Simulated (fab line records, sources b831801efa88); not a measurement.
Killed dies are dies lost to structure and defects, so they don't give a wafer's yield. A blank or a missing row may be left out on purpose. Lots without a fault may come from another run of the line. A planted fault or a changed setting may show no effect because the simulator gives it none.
One fault seen from 2 desks | flow gf180mcu | each desk has only its own numbers; what lay behind them comes last

THE TOOL OWNER'S DESK: pvd_sputter-03
The tool's own readings at GF_TOP_METAL_SPUTTER_02 (material AlCu, target thk 900 nm, time 47.82 s): means of the sampled wafers that have a number, for each lot that ran on this tool. A lot is out of limits, marked OUT, if its mean lies more than 4 standard deviations from the usual mean; the brackets give that distance.
Columns: A = throttle_valve_pct at GF_TOP_METAL_SPUTTER_02, usual 30.3 %
lot  | first seen here | A
L880 | day 28 04:13    | 30.3
L881 | day 28 08:04    | 30.6
L885 | day 29 23:02    | 30.6
L887 | day 30 15:28    | 30.3
L900 | day 33 18:13    | 30.2
This desk's finding: nothing out of limits on any of the 5 lots.

THE METROLOGY DESK
What the gauges read, lot by lot, whatever tool the lot ran on: means of the sampled wafers that have a number. A lot is out of limits, marked OUT, if its mean lies more than 4 standard deviations from the usual mean; the brackets give that distance.
Columns: A = TOP_METAL_ALCU_RS at GF_TOP_METAL_RS_MEAS_05, usual 0.03277 ohm/sq; B = TOP_METAL_ALCU_THK at GF_TOP_METAL_THK_MEAS_06, usual 893 nm
lot  | first seen here | A                  | B
L878 | day 27 09:39    | 0.03259            | 900
L879 | day 27 21:04    | 0.03242            | 898
L880 | day 28 04:19    | 0.03260            | 899
L881 | day 28 08:10    | 0.03311            | 888
L885 | day 29 23:13    | 0.03467 (+6.6) OUT | 851 (-5.0) OUT
L887 | day 30 15:34    | 0.03466 (+6.5) OUT | 848 (-5.4) OUT
L897 | day 33 00:07    | 0.03261            | 897
L898 | day 33 06:41    | 0.03258            | 897
L899 | day 33 16:51    | 0.03283            | 887
L900 | day 33 18:20    | 0.03268            | 891
This desk's finding: out of limits on L885, L887; first on L885, day 29 23:13 (TOP_METAL_ALCU_RS at GF_TOP_METAL_RS_MEAS_05). In limits: L878, L879, L880, L881, L897, L898, L899, L900.

PUT TOGETHER
The metrology desk could have raised an alarm at day 29 23:13, on L885, L887.
The tool owner's desk saw nothing out of limits.
The tool owner's desk has L885, L887 on record, within its limits.
Of the lots named, all ran GF_TOP_METAL_SPUTTER_02 on pvd_sputter-03.

WHAT THE SIMULATOR HAD PUT IN
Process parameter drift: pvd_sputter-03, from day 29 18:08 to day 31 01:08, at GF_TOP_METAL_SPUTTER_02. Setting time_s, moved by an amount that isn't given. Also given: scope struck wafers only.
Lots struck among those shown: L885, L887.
Hours from the fault's start to each desk's first reading out of limits: the metrology desk, 5.
